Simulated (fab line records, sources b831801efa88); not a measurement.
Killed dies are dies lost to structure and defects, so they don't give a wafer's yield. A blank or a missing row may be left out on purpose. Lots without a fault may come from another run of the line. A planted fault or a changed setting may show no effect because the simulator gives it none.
fab line records | flow sky130
record lots=13 wafers=39 last_day=50
route steps=708 shown DNWELL@43 NWELL@67 VT_ADJUST_NCORE@123
lots that met no fault: from a run of the same line without faults
start_h: hours from the record's first day to the start of the lot's first wafer shown | wait_h: hours since the lot's step before | " the same as in the row above | L1.1+2: a row that stands for several wafers | - no value, or no start given | * or withheld: withheld | < > ~ a bound
route shown NAME@n: a module of which the file shows steps, and the number in the route of the first | usual: mean/standard deviation of fault-free wafers | same: alike in all rows | chamber/n: place in a boat | sites: the reading at each site | _std_site: their standard deviation | _edge_site: outer sites' mean less inner sites' | radius_mm: how far each site lies from the wafer's centre | mask NAME#n: copy n | behind: the tool/chamber that last shaped the wafer | hold: why the lot was held/for how many hours/how that ended | device: the transistor (n, p or np) that didn't switch | end of line: the same wafers' tests at the end of the route | a step without rows: its recipe alone | killed: dies lost to structure and defects at the first sort, not the wafer's yield | map: a wafer's dies, x killed, . not, _ none there
set.NAME: the setting as run; set.NAME@STEP: as run at that earlier step | model.NAME: the simulator's own value behind a step, which no gauge read
steps of the route over a sample of lots; a table a step, a row a wafer
services: from which hour (start_h, from the record's first day; less than 0 if before it) a tool's chamber was out of use, for how many hours, and why
## steps
# step SKY_DNWELL_STRIP_08
# recipe chemistry=O2/N2 power_w=1400 pressure_mtorr=1500 platen_temp_c=withheld o2_flow_sccm=3000 n2_flow_sccm=300 overash_fraction=0.5
# usual drypump_motor_current_A=5.72/0.17 oes_product_au=0.722/0.0048 strip_time_to_endpoint_s=36.92/0.12
# columns lot.wafer tool chamber start_h wait_h drypump_motor_current_A oes_product_au rf_hours_counter_h strip_time_to_endpoint_s
L687.1 plasma_asher-02 1 57.48 0.1 5.50 0.720 39 36.78
L687.3 " 1 " " 5.51 0.721 - 36.66
L687.5 " 1 " " 5.53 0.723 - 36.75
L689.2 plasma_asher-04 0 71.62 0.1 5.79 0.725 34 36.89
L689.5 " 1 " " 5.75 0.722 - 37.08
L689.6 " 0 " " 5.80 0.725 - 36.86
L690.3 plasma_asher-04 1 78.00 0.1 5.78 0.719 - 36.70
L690.5 " 1 " " 5.77 0.719 - 36.83
L690.6 " 0 " " 5.79 0.715 - 36.71
L691.2 plasma_asher-02 0 81.27 0.1 5.65 0.720 42 36.99
L691.4 " 0 " " 5.65 0.718 - 36.99
L691.6 " 1 " " 5.53 0.717 - 37.05
L692.3 plasma_asher-01 1 85.26 0.1 5.59 0.727 - 37.10
L692.4 " 0 " " 6.08 0.727 - 37.13
L692.6 " 1 " " 5.59 0.724 - 37.10
L696.2 plasma_asher-04 0 104.67 0.1 5.81 0.720 37 36.87
L696.4 " 1 " " 5.75 0.722 - 36.83
L696.5 " 0 " " 5.80 0.725 - 36.76
L701.1 plasma_asher-04 0 133.47 0.1 5.81 0.718 40 36.85
L701.4 " 0 " " 5.80 0.731 - 36.89
L701.5 " 0 " " 5.80 0.728 - 36.97
L702.1 plasma_asher-01 1 139.57 0.1 5.61 0.720 34 36.96
L702.2 " 0 " " 6.08 0.718 34 37.01
L702.4 " 1 " " 5.57 0.716 - 36.77
L704.2 plasma_asher-04 0 152.18 0.1 5.81 0.728 42 36.96
L704.4 " 1 " " 5.78 0.723 - 36.84
L704.5 " 1 " " 5.74 0.725 - 36.90
L705.2 plasma_asher-02 1 157.52 0.1 5.55 0.722 50 36.98
L705.5 " 1 " " 5.52 0.718 - 37.05
L705.6 " 0 " " 5.63 0.720 - 36.93
L707.1 plasma_asher-02 1 165.97 0.1 5.52 0.726 51 36.92
L707.2 " 0 " " 5.62 0.727 51 36.82
L707.5 " 0 " " 5.64 0.720 - 36.90
L708.1 plasma_asher-02 1 170.92 0.1 5.52 0.718 51 37.05
L708.5 " 0 " " 5.66 0.715 - 36.99
L708.6 " 1 " " 5.52 0.721 - 37.01
L709.1 plasma_asher-01 0 177.17 0.1 6.12 0.721 36 37.04
L709.4 " 1 " " 5.59 0.716 - 37.16
L709.6 " 1 " " 5.62 0.724 - 37.07
# step SKY_NWELL_STRIP_14
# recipe chemistry=O2/N2 power_w=1400 pressure_mtorr=1500 platen_temp_c=withheld o2_flow_sccm=3000 n2_flow_sccm=300 overash_fraction=0.5
# usual drypump_motor_current_A=5.58/0.19 oes_product_au=0.723/0.005 strip_time_to_endpoint_s=36.94/0.092
# columns lot.wafer tool chamber start_h wait_h drypump_motor_current_A oes_product_au rf_hours_counter_h strip_time_to_endpoint_s
L687.1 plasma_asher-03 0 91.53 0.1 5.43 0.726 41 36.88
L687.3 " 1 " " 5.15 0.726 - 36.88
L687.5 " 1 " " 5.16 0.728 - 36.97
L689.2 plasma_asher-02 0 106.88 0.1 5.67 0.721 44 36.87
L689.5 " 1 " " 5.51 0.720 - 36.87
L689.6 " 0 " " 5.68 0.715 - 36.96
L690.3 plasma_asher-04 1 113.39 0.1 5.77 0.721 - 36.96
L690.5 " 0 " " 5.81 0.726 - 36.87
L690.6 " 1 " " 5.77 0.724 - 36.93
L691.2 plasma_asher-02 0 116.55 0.1 5.62 0.722 45 36.93
L691.4 " 1 " " 5.52 0.735 - 37.00
L691.6 " 0 " " 5.63 0.734 - 36.91
L692.3 plasma_asher-02 0 121.49 0.1 5.70 0.718 - 36.93
L692.4 " 1 " " 5.52 0.729 - 36.93
L692.6 " 0 " " 5.67 0.717 - 36.98
L696.2 plasma_asher-04 0 141.88 0.1 5.80 0.723 41 36.87
L696.4 " 1 " " 5.77 0.724 - 36.96
L696.5 " 1 " " 5.76 0.734 - 36.98
L701.1 plasma_asher-02 0 174.05 0.1 5.66 0.719 51 36.78
L701.4 " 1 " " 5.52 0.730 - 36.86
L701.5 " 1 " " 5.53 0.733 - 36.84
L702.1 plasma_asher-03 0 180.33 0.1 5.41 0.727 6 36.71
L702.2 " 1 " " 5.16 0.723 6 36.78
L702.4 " 0 " " 5.43 0.723 - 36.85
L704.2 plasma_asher-04 1 193.25 0.1 5.81 0.733 46 37.02
L704.4 " 1 " " 5.77 0.727 - 36.95
L704.5 " 0 " " 5.81 0.729 - 36.96
L705.2 plasma_asher-03 0 198.21 0.1 5.43 0.727 8 36.94
L705.5 " 1 " " 5.15 0.729 - 36.90
L705.6 " 0 " " 5.42 0.724 - 36.94
L707.1 plasma_asher-02 1 206.66 0.1 5.49 0.721 55 36.93
L707.2 " 0 " " 5.65 0.722 55 36.96
L707.5 " 0 " " 5.63 0.724 - 37.00
L708.1 plasma_asher-02 1 212.65 0.1 5.53 0.725 55 36.91
L708.5 " 0 " " 5.63 0.718 - 37.10
L708.6 " 1 " " 5.51 0.717 - 37.08
L709.1 plasma_asher-04 0 218.25 0.1 5.79 0.709 48 37.01
L709.4 " 0 " " 5.79 0.718 - 37.03
L709.6 " 1 " " 5.78 0.725 - 37.05
# step SKY_NWELL_TW_MEAS_26
# usual NWELL_2_TW=495.6/2.6
# columns lot.wafer tool chamber start_h wait_h NWELL_2_TW
L687.1 film_metro-02 - 108.93 0.1 494.8
L687.3 " - " " 494.1
L687.5 " - " " 493.9
L689.2 film_metro-02 - 125.27 0.1 492.7
L689.5 " - " " 494.4
L689.6 " - " " 487.7
L690.3 film_metro-02 - 131.95 0.1 493.1
L690.5 " - " " 492.9
L690.6 " - " " 496.8
L691.2 film_metro-03 - 135.84 0.1 498.3
L691.4 " - " " 499.9
L691.6 " - " " 498.5
L692.3 film_metro-02 - 140.15 0.1 498.0
L692.4 " - " " 496.6
L692.6 " - " " 495.5
L696.2 film_metro-04 - 161.72 0.1 498.8
L696.4 " - " " 499.2
L696.5 " - " " 496.0
L701.1 film_metro-04 - 194.48 0.1 496.5
L701.4 " - " " 494.5
L701.5 " - " " 497.1
L702.1 film_metro-02 - 201.36 0.1 498.7
L702.2 " - " " 494.9
L702.4 " - " " 497.6
L704.2 film_metro-03 - 213.71 0.1 497.2
L704.4 " - " " 499.7
L704.5 " - " " 498.7
L705.2 film_metro-03 - 219.52 0.1 498.2
L705.5 " - " " 497.5
L705.6 " - " " 497.9
L707.1 film_metro-04 - 229.50 0.1 495.7
L707.2 " - " " 496.0
L707.5 " - " " 495.8
L708.1 film_metro-04 - 236.01 0.1 496.0
L708.5 " - " " 496.5
L708.6 " - " " 498.9
L709.1 film_metro-02 - 241.43 0.1 494.8
L709.4 " - " " 493.3
L709.6 " - " " 491.7
# step SKY_VT_ADJUST_NCORE_EXPOSE_04
# recipe mask_id=LVTN_COMPLEMENT_THIN na=0.6 source_shape=conventional sigma_outer=0.6 polarization=unpolarized target_cd_nm=380 dose_mj=139
# columns lot.wafer tool chamber start_h wait_h mask
L687.1+3+5 iline_stepper-01 0 177.48 - LVTN_COMPLEMENT_THIN#0
L689.2+5+6 iline_stepper-02 0 195.41 - LVTN_COMPLEMENT_THIN#0
L690.3+5+6 iline_stepper-01 0 202.60 - LVTN_COMPLEMENT_THIN#0
L691.2+4+6 iline_stepper-02 0 206.71 - HVN_STD_DERIVED#0
L692.3+4+6 iline_stepper-01 0 212.59 - LVTN_COMPLEMENT_THIN#0
L696.2+4+5 iline_stepper-01 0 236.62 - LVTN_COMPLEMENT_THIN#0
L701.1+4+5 iline_stepper-01 0 274.57 - LVTN_COMPLEMENT_THIN#0
L702.1+2+4 iline_stepper-01 0 284.11 - LVTN_COMPLEMENT_THIN#0
L704.2+4+5 iline_stepper-02 0 298.62 - LVTN_COMPLEMENT_THIN#0
L705.2+5+6 iline_stepper-01 0 304.59 - LVTN_COMPLEMENT_THIN#0
L707.1+2+5 iline_stepper-01 0 315.66 - LVTN_COMPLEMENT_THIN#0
L708.1+5+6 iline_stepper-02 0 324.49 - LVTN_COMPLEMENT_THIN#0
L709.1+4+6 iline_stepper-01 0 329.40 - LVTN_COMPLEMENT_THIN#0
# step SKY_VT_ADJUST_NCORE_CD_MEAS_07
# recipe target_cd_nm=380
# usual cd_nm=379.1/2.6
# columns lot.wafer tool chamber start_h wait_h cd_nm
L687.1 cd_sem-02 - 187.43 0.1 378.1
L687.3 " - " " 379.3
L687.5 " - " " 378.0
L689.2 cd_sem-01 - 204.90 0.1 375.5
L689.5 " - " " 376.4
L689.6 " - " " 380.1
L690.3 cd_sem-02 - 213.11 0.1 376.7
L690.5 " - " " 374.8
L690.6 " - " " 375.7
L691.2 cd_sem-01 - 217.44 0.1 -
L691.4 " - " " -
L691.6 " - " " -
L692.3 cd_sem-02 - 223.26 0.1 374.8
L692.4 " - " " 373.0
L692.6 " - " " 374.6
L696.2 cd_sem-02 - 247.75 0.1 379.8
L696.4 " - " " 379.1
L696.5 " - " " 377.0
L701.1 cd_sem-02 - 287.43 0.1 384.9
L701.4 " - " " 382.9
L701.5 " - " " 381.4
L702.1 cd_sem-01 - 296.16 0.1 381.4
L702.2 " - " " 381.5
L702.4 " - " " 379.9
L704.2 cd_sem-02 - 311.08 0.1 383.1
L704.4 " - " " 383.6
L704.5 " - " " 383.1
L705.2 cd_sem-01 - 317.60 0.1 380.5
L705.5 " - " " 380.1
L705.6 " - " " 378.6
L707.1 cd_sem-02 - 328.84 0.1 381.6
L707.2 " - " " 382.6
L707.5 " - " " 381.4
L708.1 cd_sem-02 - 337.47 0.1 375.1
L708.5 " - " " 373.0
L708.6 " - " " 374.9
L709.1 cd_sem-01 - 343.10 0.1 379.3
L709.4 " - " " 378.5
L709.6 " - " " 377.3
# step SKY_VT_ADJUST_NCORE_TW_MEAS_11
# usual VT_ADJUST_NCORE_TW=219.9/1.7
# columns lot.wafer tool chamber start_h wait_h VT_ADJUST_NCORE_TW
L687.1 film_metro-04 - 187.83 0.1 219.0
L687.3 " - " " 217.9
L687.5 " - " " 218.7
L689.2 film_metro-02 - 205.29 0.1 218.8
L689.5 " - " " 220.7
L689.6 " - " " 219.9
L690.3 film_metro-02 - 213.49 0.1 219.0
L690.5 " - " " 220.0
L690.6 " - " " 220.5
L691.2 film_metro-04 - 217.83 0.1 30.1
L691.4 " - " " 29.9
L691.6 " - " " 29.9
L692.3 film_metro-01 - 223.64 0.1 219.3
L692.4 " - " " 221.6
L692.6 " - " " 220.8
L696.2 film_metro-02 - 248.14 0.1 218.1
L696.4 " - " " 219.0
L696.5 " - " " 218.4
L701.1 film_metro-01 - 287.83 0.1 221.9
L701.4 " - " " 222.0
L701.5 " - " " 223.1
L702.1 film_metro-01 - 296.57 0.1 219.8
L702.2 " - " " 220.8
L702.4 " - " " 219.7
L704.2 film_metro-04 - 311.48 0.1 219.2
L704.4 " - " " 218.6
L704.5 " - " " 218.1
L705.2 film_metro-04 - 317.99 0.1 218.0
L705.5 " - " " 218.4
L705.6 " - " " 218.7
L707.1 film_metro-01 - 329.25 0.1 222.5
L707.2 " - " " 221.5
L707.5 " - " " 222.0
L708.1 film_metro-01 - 337.88 0.1 222.5
L708.5 " - " " 222.1
L708.6 " - " " 222.2
L709.1 film_metro-01 - 343.50 0.1 223.7
L709.4 " - " " 222.6
L709.6 " - " " 223.1
## services
# columns tool chamber start_h hours kind
iline_stepper-02 - 49.26 6.9 repair
plasma_asher-04 - 53.12 2.3 repair
iline_stepper-01 - 66.25 1.7 pm
plasma_asher-04 - 91.20 0.7 repair
plasma_asher-03 - 108.75 9.0 pm
plasma_asher-03 0 108.75 9.0 vent_cycle
plasma_asher-03 1 108.75 9.0 vent_cycle
plasma_asher-04 - 116.23 2.8 pm
plasma_asher-03 0 117.75 - clean
plasma_asher-03 1 117.75 - clean
plasma_asher-03 - 131.76 2.7 repair
plasma_asher-01 - 155.26 11.5 repair
iline_stepper-02 - 164.75 1.7 pm
iline_stepper-02 - 170.59 4.4 pm
iline_stepper-01 - 186.83 4.3 pm
plasma_asher-02 - 228.71 2.8 pm
plasma_asher-04 - 245.45 0.6 repair
iline_stepper-01 - 284.43 1.7 pm
iline_stepper-02 - 302.32 10.5 repair
plasma_asher-03 - 320.34 0.4 repair
plasma_asher-01 - 320.75 5.1 repair
iline_stepper-01 - 324.65 2.1 pm
iline_stepper-01 - 326.73 - consumable_replace:lamp
## key
first_sign step=SKY_VT_ADJUST_NCORE_EXPOSE_04 reading=mask direction=changed
effect step=SKY_VT_ADJUST_NCORE_CD_MEAS_07 reading=cd_nm direction=missing
effect step=SKY_VT_ADJUST_NCORE_TW_MEAS_11 reading=VT_ADJUST_NCORE_TW direction=down sigmas=99+ usual=219.9 struck=30.0
met_at SKY_VT_ADJUST_NCORE_EXPOSE_04
struck_lots L691
sort_left_out L691.2,L691.4,L691.6
tester_left_out L691
not_acting_at SKY_DNWELL_STRIP_08,SKY_NWELL_STRIP_14,SKY_NWELL_TW_MEAS_26
onset_between 195.41 206.71
fault kind=wrong_mask tool=any chamber=- onset_h=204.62 steps=SKY_VT_ADJUST_NCORE_EXPOSE_04 aux_copy=HVN_STD_DERIVED#0 scope=struck_lots_only
# tester_left_out: of these lots the tester's yield and bins aren't shown, on N5 and GAA mostly nor the transistor test; their killed dies are dies lost to structure and defects alone, not to doping, threshold or leakage, so they don't give the yield
# sort_left_out: the simulated sort isn't trusted on such a fault, so these wafers' sort isn't shown, and their yield isn't known
